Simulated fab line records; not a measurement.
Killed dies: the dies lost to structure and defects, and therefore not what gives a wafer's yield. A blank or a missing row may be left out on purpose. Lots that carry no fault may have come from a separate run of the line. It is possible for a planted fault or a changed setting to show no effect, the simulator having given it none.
Which of the tools did it? -- flow sky130 -- Sampling: 6 lots, 18 wafers, 4 of 708 route steps

## WHAT EACH GAUGE READ, for each wafer
SKY_VIA4_THK_MEAS_01.
lot,measured,on,VIA4_HDPCVD_THK (nm)
L751,day 43 12:28,filmMetro-04,1736 1752 1740
L754,day 44 08:43,filmMetro-04,1771 1773 1756
L756,day 45 07:49,filmMetro-02,1764 1765 1728
L764,day 46 17:59,filmMetro-04,579 593 573 579 594 573
L766,day 47 02:19,filmMetro-02,1794 1773 1768
L770,day 48 05:35,filmMetro-01,1751 1764 1742

## WHAT TOOL EACH LOT RAN ON (gives the tool, then ch and the chambers of the sampled wafers, and finally the start)
lot,SKY_METAL4_SPUTTER_02,SKY_CAP2M_STRIP_14,SKY_VIA4_HDPCVD_00
L751,"pvdSputter-03, day 41 10:42","plasmaAsher-02 ch 0,1, day 42 11:01","hdpcvd-02 ch 0,1,2, day 43 12:16"
L754,"pvdSputter-04, day 42 10:14","plasmaAsher-02 ch 0,1, day 43 09:07","hdpcvd-02 ch 0,1,2, day 44 08:32"
L756,"pvdSputter-03, day 43 09:59","plasmaAsher-02 ch 0,1, day 44 08:22","hdpcvd-02 ch 0,1,2, day 45 07:38"
L764,"pvdSputter-01, day 44 20:50","plasmaAsher-02 ch 0,1, day 45 19:11","hdpcvd-02 ch 1,2, day 46 17:47"
L766,"pvdSputter-03, day 45 06:09","plasmaAsher-02 ch 0,1, day 46 03:40","hdpcvd-01 ch 0,1, day 47 02:08"
L770,"pvdSputter-04, day 46 11:17","plasmaAsher-01 ch 0,1, day 47 08:29","hdpcvd-01 ch 1,2, day 48 05:23"
- SKY_METAL4_SPUTTER_02: material AlCu, target thk 735 nm, time 39.1 s.
- SKY_CAP2M_STRIP_14: strips in O2/N2.
- SKY_VIA4_HDPCVD_00: deposits SiO2, target thk 1750 nm, time 291.7 s.

## THE ANSWER, worked out from the rows above alone
Rule: the lots themselves supply what counts as usual. Put in order of their means at a reading, lots are off if they are a third of the lots or fewer, leave a main group of 4 or more, and stand apart from it by a gap of 3 or more times the standard deviation of the main group's means; of several such gaps the widest counts. A main group whose means are all the same, to the digits that the tables above print for the reading, isn't used. Also off: a lot with no number at a reading for which 4 or more lots have one. The other lots that the step has rows for count as sound.
Off: L764, at SKY_VIA4_THK_MEAS_01 (VIA4_HDPCVD_THK). Main group: mean 1758 nm, sd 13.
A tool fits if, at a process step before that reading, it ran every lot that is off, and no sound lot after the first of them. Gauges at SKY_VIA4_THK_MEAS_01: tried the same way as those tools. Can't be told from this: 3 tools fit, pvdSputter-01 at SKY_METAL4_SPUTTER_02, hdpcvd-02 at SKY_VIA4_HDPCVD_00, filmMetro-04 at SKY_VIA4_THK_MEAS_01.

## WHAT WAS PUT IN BY THE SIMULATOR
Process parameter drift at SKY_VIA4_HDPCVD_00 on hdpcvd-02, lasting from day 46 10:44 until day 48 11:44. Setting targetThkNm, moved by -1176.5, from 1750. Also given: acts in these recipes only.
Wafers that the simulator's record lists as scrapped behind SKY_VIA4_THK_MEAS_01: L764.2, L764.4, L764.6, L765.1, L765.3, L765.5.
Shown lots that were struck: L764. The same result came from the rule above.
